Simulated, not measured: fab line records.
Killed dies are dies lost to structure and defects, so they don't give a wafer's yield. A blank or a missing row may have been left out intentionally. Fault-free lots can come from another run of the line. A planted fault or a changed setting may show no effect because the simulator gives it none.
fab line records ; flow gf180mcu
[record] lots = 11; wafers = 33; last_day = 34
route steps=602 shown LVPWELL@62 MVSD@76 MVPSD@139 M1@332 V1@357
lots that met no fault: from a run of the same line without faults
start_h: start of the lot's first displayed wafer, in hours after the record's first day ; wait_h: hours elapsed since this lot's preceding step ; " unchanged from the row above ; L1.1+2: one row covering several wafers at once ; - either no value or no given start ; * or withheld: withheld ; < > ~ a bound
route shown NAME@n: NAME is a module with steps in the file, n the number in the route of the first one ; usual: average and standard deviation across the fault-free wafers ; same: alike in all rows ; chamber/n: place in a boat ; sites: the reading at each site ; _std_site: standard deviation of those values ; _edge_site: inner sites' mean taken away from outer sites' mean ; radius_mm: how far each site lies from the wafer's centre ; mask NAME#n: copy n ; behind: the tool/chamber that last shaped the wafer ; hold: reason for holding the lot/hours on hold/outcome of the hold ; device: transistor that didn't switch, given as n, p or np ; end of line: the same wafers' tests at the end of the route ; a step without rows: its recipe alone ; killed: count of dies lost to structure and defects at first sort (not the wafer's yield) ; map: per-die view of a wafer (x killed, . not killed, _ where there is no die)
set.NAME: the setting that was run; set.NAME@STEP: the one run at that earlier step ; model.NAME: the simulator's own value behind a step, which no gauge read
a sample of lots followed through the steps of the route, with each step as a table and each wafer as a row
services: a tool's chamber out of use, with start hour (start_h, from the record's first day; less than 0 if before it), hours out, and reason
[[steps]]
[step GF_LVPWELL_IMPLANT_08]
[recipe] species = B; energy_kev = 170; dose_cm2 = 1.5e+13; tilt_deg = 0
[usual] dose_ions_cm2 = 1.4999e+13/1.8e+10; end_station_pressure_torr = 5.03e-06/2.5e-07; faraday_current_uA = 84.9/1.7
lot.wafer;tool;chamber;start_h;wait_h;dose_ions_cm2;end_station_pressure_torr;faraday_current_uA
L534.1;implanter-02;0;74.51;0.0;1.5003e+13;4.83e-06;87.2
L534.2;implanter-02;0;74.51;0.0;1.4981e+13;4.84e-06;86.8
L534.4;implanter-02;0;74.51;0.0;1.498e+13;5.28e-06;82.4
L535.2;implanter-02;0;79.74;0.0;1.4998e+13;4.72e-06;84.4
L535.5;implanter-02;0;79.74;0.0;1.4976e+13;5.22e-06;85.8
L535.6;implanter-02;0;79.74;0.0;1.4999e+13;5.53e-06;86.0
L537.2;implanter-02;0;91.74;0.0;1.5009e+13;5.14e-06;82.8
L537.5;implanter-02;0;91.74;0.0;1.5016e+13;4.87e-06;84.8
L537.6;implanter-02;0;91.74;0.0;1.5007e+13;5.42e-06;88.4
L541.3;implanter-02;0;114.61;0.1;1.5001e+13;5.32e-06;81.8
L541.4;implanter-02;0;114.61;0.1;1.499e+13;5.13e-06;87.6
L541.5;implanter-02;0;114.61;0.1;1.499e+13;4.95e-06;87.7
L543.2;implanter-01;0;125.07;0.0;1.5019e+13;4.68e-06;84.7
L543.3;implanter-01;0;125.07;0.0;1.4985e+13;5.01e-06;83.8
L543.5;implanter-01;0;125.07;0.0;1.4973e+13;4.83e-06;84.5
L544.1;implanter-03;0;131.31;0.0;1.4989e+13;5.23e-06;84.4
L544.2;implanter-03;0;131.31;0.0;1.4992e+13;4.98e-06;84.8
L544.5;implanter-03;0;131.31;0.0;1.5005e+13;5.19e-06;87.5
L547.4;implanter-03;0;147.99;0.1;1.5708e+13;4.45e-06;91.9
L547.5;implanter-03;0;147.99;0.1;1.5703e+13;5.27e-06;86.0
L547.6;implanter-03;0;147.99;0.1;1.5751e+13;5.01e-06;90.9
L548.2;implanter-03;0;153.47;0.0;1.5728e+13;4.72e-06;87.5
L548.4;implanter-03;0;153.47;0.0;1.5706e+13;4.97e-06;89.9
L548.5;implanter-03;0;153.47;0.0;1.5726e+13;4.57e-06;90.6
L552.3;implanter-01;0;175.86;0.1;1.4988e+13;5.11e-06;85.7
L552.4;implanter-01;0;175.86;0.1;1.5005e+13;5.24e-06;88.1
L552.5;implanter-01;0;175.86;0.1;1.5018e+13;4.97e-06;84.1
L554.1;implanter-01;0;185.40;0.0;1.4999e+13;4.84e-06;84.0
L554.2;implanter-01;0;185.40;0.0;1.5007e+13;5.19e-06;85.0
L554.3;implanter-01;0;185.40;0.0;1.4993e+13;4.64e-06;84.1
L556.2;implanter-02;0;199.39;0.0;1.5019e+13;4.8e-06;88.5
L556.4;implanter-02;0;199.39;0.0;1.502e+13;5.32e-06;82.8
L556.5;implanter-02;0;199.39;0.0;1.5009e+13;4.48e-06;87.5
[step GF_MVSD_STRIP_10]
[recipe] chemistry = O2/N2; power_w = 1400; pressure_mtorr = 1500; platen_temp_c = 250; o2_flow_sccm = 3000; n2_flow_sccm = 300; overash_fraction = 0.5
[usual] drypump_motor_current_A = 5.61/0.29; heater_power_w = 332/28; oes_product_au = 0.723/0.0041; platen_temp_c = 249.97/0.18; strip_time_to_endpoint_s = 37.04/0.1
lot.wafer;tool;chamber;start_h;wait_h;drypump_motor_current_A;heater_power_w;oes_product_au;platen_temp_c;rf_hours_counter_h;strip_time_to_endpoint_s
L534.1;plasma_asher-04;1;87.91;0.1;5.21;324;0.718;250.12;29;37.04
L534.2;plasma_asher-04;0;87.91;0.1;5.32;311;0.719;250.08;29;37.02
L534.4;plasma_asher-04;0;87.91;0.1;5.35;318;0.723;250.14;-;36.97
L535.2;plasma_asher-04;0;93.56;0.1;5.31;308;0.727;250.03;30;36.97
L535.5;plasma_asher-04;1;93.56;0.1;5.25;319;0.728;249.84;-;37.13
L535.6;plasma_asher-04;0;93.56;0.1;5.31;307;0.720;249.66;-;37.10
L537.2;plasma_asher-01;0;106.06;0.1;6.00;325;0.724;249.65;42;37.02
L537.5;plasma_asher-01;1;106.06;0.1;5.60;299;0.724;250.03;-;37.11
L537.6;plasma_asher-01;0;106.06;0.1;5.98;321;0.722;249.61;-;37.16
L541.3;plasma_asher-03;1;130.04;0.1;5.95;376;0.716;250.01;-;37.14
L541.4;plasma_asher-03;0;130.04;0.1;5.55;327;0.724;250.27;-;37.18
L541.5;plasma_asher-03;0;130.04;0.1;5.56;333;0.725;250.13;-;37.23
L543.2;plasma_asher-03;0;140.51;0.1;5.54;334;0.716;249.96;49;36.93
L543.3;plasma_asher-03;1;140.51;0.1;5.97;380;0.731;249.73;-;37.02
L543.5;plasma_asher-03;1;140.51;0.1;5.96;388;0.721;249.56;-;36.92
L544.1;plasma_asher-03;1;147.26;0.1;5.96;389;0.719;250.26;50;37.05
L544.2;plasma_asher-03;0;147.26;0.1;5.54;327;0.729;250.20;50;36.98
L544.5;plasma_asher-03;0;147.26;0.1;5.48;324;0.727;250.26;-;37.02
L547.4;plasma_asher-04;1;164.29;0.1;5.23;323;0.722;250.01;-;36.85
L547.5;plasma_asher-04;1;164.29;0.1;5.23;332;0.724;249.96;-;36.96
L547.6;plasma_asher-04;0;164.29;0.1;5.34;307;0.726;250.24;-;36.89
L548.2;plasma_asher-04;1;169.40;0.1;5.22;328;0.724;249.88;39;37.09
L548.4;plasma_asher-04;1;169.40;0.1;5.24;327;0.719;249.93;-;37.05
L548.5;plasma_asher-04;0;169.40;0.1;5.32;309;0.721;250.09;-;37.02
L552.3;plasma_asher-04;0;192.98;0.1;5.32;311;0.723;250.38;-;37.06
L552.4;plasma_asher-04;1;192.98;0.1;5.23;331;0.717;250.07;-;37.10
L552.5;plasma_asher-04;0;192.98;0.1;5.32;312;0.717;250.11;-;37.14
L554.1;plasma_asher-01;1;202.56;0.1;5.59;300;0.721;250.25;52;37.03
L554.2;plasma_asher-01;0;202.56;0.1;5.98;313;0.719;249.84;52;37.15
L554.3;plasma_asher-01;1;202.56;0.1;5.61;305;0.723;250.23;-;36.94
L556.2;plasma_asher-01;0;217.66;0.1;6.05;310;0.719;250.40;53;37.12
L556.4;plasma_asher-01;0;217.66;0.1;6.03;321;0.726;250.15;-;37.10
L556.5;plasma_asher-01;0;217.66;0.1;6.02;319;0.729;250.06;-;37.08
[step GF_VT_IMPLANT_RS_MEAS_48]
[recipe] thk_meas_gauge = four-point-probe
[usual] LVPWELL_RS = 1197/3
lot.wafer;tool;chamber;start_h;wait_h;hold;LVPWELL_RS[ohm/sq]
L534.1;film_metro-03;-;164.05;0.1;-;1197
L534.2;film_metro-03;-;164.05;0.1;-;1199
L534.4;film_metro-03;-;164.05;0.1;-;1199
L535.2;film_metro-01;-;169.88;0.1;-;1198
L535.5;film_metro-01;-;169.88;0.1;-;1200
L535.6;film_metro-01;-;169.88;0.1;-;1200
L537.2;film_metro-04;-;184.23;0.1;-;1191
L537.5;film_metro-04;-;184.23;0.1;-;1194
L537.6;film_metro-04;-;184.23;0.1;-;1190
L541.3;film_metro-03;-;210.69;0.1;-;1196
L541.4;film_metro-03;-;210.69;0.1;-;1198
L541.5;film_metro-03;-;210.69;0.1;-;1194
L543.2;film_metro-04;-;225.36;0.1;-;1197
L543.3;film_metro-04;-;225.36;0.1;-;1193
L543.5;film_metro-04;-;225.36;0.1;-;1193
L544.1;film_metro-01;-;233.59;0.1;-;1196
L544.2;film_metro-01;-;233.59;0.1;-;1194
L544.5;film_metro-01;-;233.59;0.1;-;1197
L547.4;film_metro-04;-;251.90;0.1;await_dispo/0.2h/release;1163
L547.5;film_metro-04;-;251.90;0.1;await_dispo/0.2h/release;1166
L547.6;film_metro-04;-;251.90;0.1;await_dispo/0.2h/release;1166
L547.4;film_metro-04;-;252.31;0.4;-;1165
L547.5;film_metro-04;-;252.31;0.4;-;1164
L547.6;film_metro-04;-;252.31;0.4;-;1166
L548.2;film_metro-01;-;258.05;0.1;await_dispo/0.2h/release;1169
L548.4;film_metro-01;-;258.05;0.1;await_dispo/0.2h/release;1172
L548.5;film_metro-01;-;258.05;0.1;await_dispo/0.2h/release;1173
L548.2;film_metro-01;-;258.45;0.4;-;1171
L548.4;film_metro-01;-;258.45;0.4;-;1169
L548.5;film_metro-01;-;258.45;0.4;-;1172
L552.3;film_metro-04;-;286.90;0.1;-;1201
L552.4;film_metro-04;-;286.90;0.1;-;1199
L552.5;film_metro-04;-;286.90;0.1;-;1199
L554.1;film_metro-03;-;296.91;0.1;-;1195
L554.2;film_metro-03;-;296.91;0.1;-;1194
L554.3;film_metro-03;-;296.91;0.1;-;1194
L556.2;film_metro-04;-;313.43;0.1;-;1197
L556.4;film_metro-04;-;313.43;0.1;-;1198
L556.5;film_metro-04;-;313.43;0.1;-;1198
[step GF_VT_IMPLANT_RS_MEAS_49]
[recipe] thk_meas_gauge = four-point-probe
[usual] MVPSD_RS = 1170.0/2.8
lot.wafer;tool;chamber;start_h;wait_h;hold;MVPSD_RS[ohm/sq]
L534.1;film_metro-03;-;164.17;0.1;-;1171.9
L534.2;film_metro-03;-;164.17;0.1;-;1170.8
L534.4;film_metro-03;-;164.17;0.1;-;1172.0
L535.2;film_metro-01;-;170.00;0.1;-;1167.1
L535.5;film_metro-01;-;170.00;0.1;-;1169.7
L535.6;film_metro-01;-;170.00;0.1;-;1172.2
L537.2;film_metro-04;-;184.35;0.1;-;1171.8
L537.5;film_metro-04;-;184.35;0.1;-;1173.8
L537.6;film_metro-04;-;184.35;0.1;-;1174.7
L541.3;film_metro-03;-;210.81;0.1;-;1169.6
L541.4;film_metro-03;-;210.81;0.1;-;1170.4
L541.5;film_metro-03;-;210.81;0.1;-;1171.5
L543.2;film_metro-04;-;225.48;0.1;-;1164.6
L543.3;film_metro-04;-;225.48;0.1;-;1166.6
L543.5;film_metro-04;-;225.48;0.1;-;1166.8
L544.1;film_metro-01;-;233.71;0.1;-;1168.7
L544.2;film_metro-01;-;233.71;0.1;-;1172.2
L544.5;film_metro-01;-;233.71;0.1;-;1169.8
L547.4;film_metro-04;-;256.91;4.6;await_dispo/4.3h/release;1165.5
L547.5;film_metro-04;-;256.91;4.6;await_dispo/4.3h/release;1169.9
L547.6;film_metro-04;-;256.91;4.6;await_dispo/4.3h/release;1169.8
L548.2;film_metro-01;-;260.65;2.2;await_dispo/2.1h/release;1167.7
L548.4;film_metro-01;-;260.65;2.2;await_dispo/2.1h/release;1168.1
L548.5;film_metro-01;-;260.65;2.2;await_dispo/2.1h/release;1169.0
L552.3;film_metro-04;-;287.02;0.1;-;1170.9
L552.4;film_metro-04;-;287.02;0.1;-;1169.2
L552.5;film_metro-04;-;287.02;0.1;-;1172.7
L554.1;film_metro-03;-;297.03;0.1;-;1174.2
L554.2;film_metro-03;-;297.03;0.1;-;1169.5
L554.3;film_metro-03;-;297.03;0.1;-;1170.4
L556.2;film_metro-04;-;313.55;0.1;-;1173.4
L556.4;film_metro-04;-;313.55;0.1;-;1173.9
L556.5;film_metro-04;-;313.55;0.1;-;1173.1
[step GF_M1_STRIP_17]
[recipe] chemistry = O2/N2; power_w = 1400; pressure_mtorr = 1500; platen_temp_c = 250; o2_flow_sccm = 3000; n2_flow_sccm = 300; overash_fraction = 0.5
[usual] drypump_motor_current_A = 5.60/0.27; heater_power_w = 337/29; oes_product_au = 0.536/0.005; platen_temp_c = 250.03/0.19; strip_time_to_endpoint_s = 7.37/0.037
lot.wafer;tool;chamber;start_h;wait_h;drypump_motor_current_A;heater_power_w;oes_product_au;platen_temp_c;rf_hours_counter_h;strip_time_to_endpoint_s
L534.1;plasma_asher-03;0;391.59;0.1;5.56;322;0.531;249.78;75;7.33
L534.2;plasma_asher-03;1;391.59;0.1;5.96;383;0.535;250.13;75;7.39
L534.4;plasma_asher-03;0;391.59;0.1;5.55;325;0.532;249.84;-;7.41
L535.2;plasma_asher-03;0;402.29;0.1;5.51;322;0.545;250.16;76;7.40
L535.5;plasma_asher-03;1;402.29;0.1;5.97;376;0.526;250.30;-;7.40
L535.6;plasma_asher-03;0;402.29;0.1;5.50;325;0.547;250.15;-;7.44
L537.2;plasma_asher-02;0;422.89;0.1;5.64;309;0.526;249.84;31;7.31
L537.5;plasma_asher-02;0;422.89;0.1;5.61;302;0.544;249.67;-;7.34
L537.6;plasma_asher-02;1;422.89;0.1;5.25;354;0.535;250.05;-;7.33
L541.3;plasma_asher-02;1;462.67;0.1;5.26;356;0.529;250.14;-;7.36
L541.4;plasma_asher-02;0;462.67;0.1;5.61;316;0.522;250.00;-;7.36
L541.5;plasma_asher-02;1;462.67;0.1;5.27;346;0.540;250.46;-;7.35
L543.2;plasma_asher-04;1;483.64;0.1;5.22;318;0.534;250.24;70;7.35
L543.3;plasma_asher-04;0;483.64;0.1;5.33;311;0.534;250.20;-;7.38
L543.5;plasma_asher-04;0;483.64;0.1;5.33;309;0.537;249.99;-;7.42
L544.1;plasma_asher-03;0;489.80;0.1;5.54;314;0.540;249.71;6;7.34
L544.2;plasma_asher-03;1;489.80;0.1;5.95;370;0.535;250.10;6;7.32
L544.5;plasma_asher-03;0;489.80;0.1;5.51;309;0.532;249.84;-;7.38
L547.4;plasma_asher-02;0;514.74;0.1;5.62;302;0.531;250.17;-;7.38
L547.5;plasma_asher-02;1;514.74;0.1;5.27;345;0.540;249.98;-;7.38
L547.6;plasma_asher-02;0;514.74;0.1;5.61;305;0.537;250.18;-;7.36
L548.2;plasma_asher-03;1;520.67;0.1;5.97;380;0.537;250.05;9;7.38
L548.4;plasma_asher-03;1;520.67;0.1;5.96;371;0.526;249.87;-;7.36
L548.5;plasma_asher-03;0;520.67;0.1;5.59;309;0.541;250.16;-;7.35
L552.3;plasma_asher-04;1;552.48;0.1;5.25;326;0.537;249.57;-;7.26
L552.4;plasma_asher-04;0;552.48;0.1;5.31;301;0.539;249.87;-;7.30
L552.5;plasma_asher-04;0;552.48;0.1;5.29;308;0.539;249.95;-;7.28
L554.1;plasma_asher-03;1;562.90;0.1;5.96;370;0.537;249.99;14;7.38
L554.2;plasma_asher-03;0;562.90;0.1;5.49;320;0.534;250.25;14;7.37
L554.3;plasma_asher-03;1;562.90;0.1;5.95;375;0.531;249.98;-;7.36
L556.2;plasma_asher-03;0;580.99;0.1;5.60;309;0.541;250.15;16;7.35
L556.4;plasma_asher-03;1;580.99;0.1;5.96;372;0.540;249.83;-;7.39
L556.5;plasma_asher-03;1;580.99;0.1;5.95;368;0.534;250.05;-;7.34
[step GF_V1_SPUTTER_22]
[recipe] material = TiN; target_thk_nm = 10; chamber_pressure_pa = 5; power_w = 4000; time_s = 40
[usual] throttle_valve_pct = 29.7/0.71
lot.wafer;tool;chamber;start_h;wait_h;throttle_valve_pct
L534.1;pvd_sputter-02;-;417.05;0.0;28.9
L534.2;pvd_sputter-02;-;417.05;0.0;29.1
L534.4;pvd_sputter-02;-;417.05;0.0;30.3
L535.2;pvd_sputter-01;-;427.85;0.0;29.2
L535.5;pvd_sputter-01;-;427.85;0.0;29.2
L535.6;pvd_sputter-01;-;427.85;0.0;30.4
L537.2;pvd_sputter-04;-;449.43;0.0;29.3
L537.5;pvd_sputter-04;-;449.43;0.0;29.2
L537.6;pvd_sputter-04;-;449.43;0.0;29.3
L541.3;pvd_sputter-02;-;488.80;0.0;29.0
L541.4;pvd_sputter-02;-;488.80;0.0;30.9
L541.5;pvd_sputter-02;-;488.80;0.0;29.5
L543.2;pvd_sputter-02;-;508.95;0.0;28.9
L543.3;pvd_sputter-02;-;508.95;0.0;30.1
L543.5;pvd_sputter-02;-;508.95;0.0;29.0
L544.1;pvd_sputter-04;-;515.63;0.0;30.7
L544.2;pvd_sputter-04;-;515.63;0.0;29.5
L544.5;pvd_sputter-04;-;515.63;0.0;30.8
L547.4;pvd_sputter-04;-;540.59;0.0;29.5
L547.5;pvd_sputter-04;-;540.59;0.0;29.3
L547.6;pvd_sputter-04;-;540.59;0.0;29.6
L548.2;pvd_sputter-02;-;545.36;0.0;28.6
L548.4;pvd_sputter-02;-;545.36;0.0;29.1
L548.5;pvd_sputter-02;-;545.36;0.0;30.9
L552.3;pvd_sputter-04;-;577.35;0.0;29.6
L552.4;pvd_sputter-04;-;577.35;0.0;29.3
L552.5;pvd_sputter-04;-;577.35;0.0;29.2
L554.1;pvd_sputter-01;-;587.09;0.0;29.7
L554.2;pvd_sputter-01;-;587.09;0.0;29.1
L554.3;pvd_sputter-01;-;587.09;0.0;30.6
L556.2;pvd_sputter-02;-;603.80;0.0;29.3
L556.4;pvd_sputter-02;-;603.80;0.0;28.7
L556.5;pvd_sputter-02;-;603.80;0.0;31.0
[[services]]
tool;chamber;start_h;hours;kind
plasma_asher-04;-;56.15;0.9;repair
plasma_asher-01;-;84.94;14.6;pm
plasma_asher-03;-;89.92;4.2;repair
pvd_sputter-02;-;126.16;4.6;repair
plasma_asher-04;-;144.11;0.6;repair
implanter-02;-;150.73;2.8;repair
pvd_sputter-02;-;155.18;3.0;repair
pvd_sputter-02;-;158.85;0.9;repair
pvd_sputter-02;-;204.73;4.2;repair
plasma_asher-03;-;242.40;11.3;repair
pvd_sputter-04;-;269.05;21.4;repair
pvd_sputter-02;-;275.19;6.6;repair
pvd_sputter-04;-;304.62;1.1;repair
implanter-02;-;365.15;16.6;pm
plasma_asher-04;-;378.14;34.6;pm
pvd_sputter-02;-;379.06;3.1;repair
plasma_asher-03;-;421.25;9.0;pm
implanter-02;-;425.49;2.7;pm
plasma_asher-03;-;432.07;1.6;repair
plasma_asher-04;-;437.56;1.2;repair
pvd_sputter-02;-;480.43;8.2;repair
pvd_sputter-04;-;492.15;1.2;repair
plasma_asher-04;-;560.38;3.5;repair
pvd_sputter-04;-;599.64;5.3;repair
[[key]]
[first_sign] step = GF_LVPWELL_IMPLANT_08; reading = dose_ions_cm2; direction = up; sigmas = 41; usual = 1.4999e+13; struck = 1.5721e+13
[effect] step = GF_LVPWELL_IMPLANT_08; reading = faraday_current_uA; direction = up; sigmas = 2.7; usual = 84.9; struck = 89.5
[effect] step = GF_VT_IMPLANT_RS_MEAS_48; reading = LVPWELL_RS; direction = down; sigmas = 9.5; usual = 1197; struck = 1168
met_at GF_LVPWELL_IMPLANT_08
struck_lots L547,L548
tester_left_out L547,L548
not_acting_at GF_MVSD_STRIP_10,GF_M1_STRIP_17,GF_V1_SPUTTER_22
onset_between 131.31 147.99
[fault] kind = process_parameter_drift; tool = implanter-03; chamber = -; onset_h = 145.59; steps = GF_LVPWELL_IMPLANT_08; channel = dose_cm2; offset = 7.209e+11; shape = step; end_h = 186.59; acts_in = these_recipes_only; stated = 1.5e+13
// tester_left_out: of these lots the tester's yield and bins aren't shown, on N5 and GAA mostly nor the transistor test; their killed dies are dies lost to structure and defects alone, not to doping, threshold or leakage, so they don't give the yield
